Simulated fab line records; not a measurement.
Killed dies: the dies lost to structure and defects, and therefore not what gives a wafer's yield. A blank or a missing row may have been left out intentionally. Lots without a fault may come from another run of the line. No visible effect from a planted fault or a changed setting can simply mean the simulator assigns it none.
Chamber matching	flow sky130	SKY_VIA2_HDPCVD_00 on hdpcvd-02: 3 sister chambers
The step deposits SiO2, target thk 1180 nm, time 196.7 s. 3 wafers are shown with their chamber, then 8 later ones without.

WAFERS WITH THEIR CHAMBER
wafer	chamber	run_length_s (s)
L405.4	0	225.4
L405.5	1	224.3
L407.2	2	223.6

WAFERS WITHOUT THEIR CHAMBER
wafer	run_length_s (s)
L407.5	224.5
L407.6	224.0
L409.3	224.0
L409.5	225.4
L409.6	224.3
L412.1	223.9
L412.3	225.6
L412.6	224.6

THE CHAMBER EACH PASSED THROUGH
wafer	from the rows above	in truth
L407.5	1	1
L407.6	can't be placed: 1 or 2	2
L409.3	can't be placed: 1 or 2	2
L409.5	0	0
L409.6	1	1
L412.1	can't be placed: 2 or 1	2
L412.3	0	0
L412.6	1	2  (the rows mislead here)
Placed correctly: 4 of 8. Cannot be placed on the basis of these rows: 3; the candidates contain the true chamber in 3. 1 placed wrongly.
How it was worked out, from the rows above alone: a wafer's distance from a chamber is the root of the sum, over the readings, of the square of ((its reading less the chamber's mean) divided by the reading's scatter). The wafer belongs to the nearest chamber; if the next one is less than 2 further off, it can't be placed. The mean given for a chamber averages the wafers shown for that chamber. The scatter: root of mean squared gap, hidden wafer to nearest shown wafer, with one shown wafer a chamber.
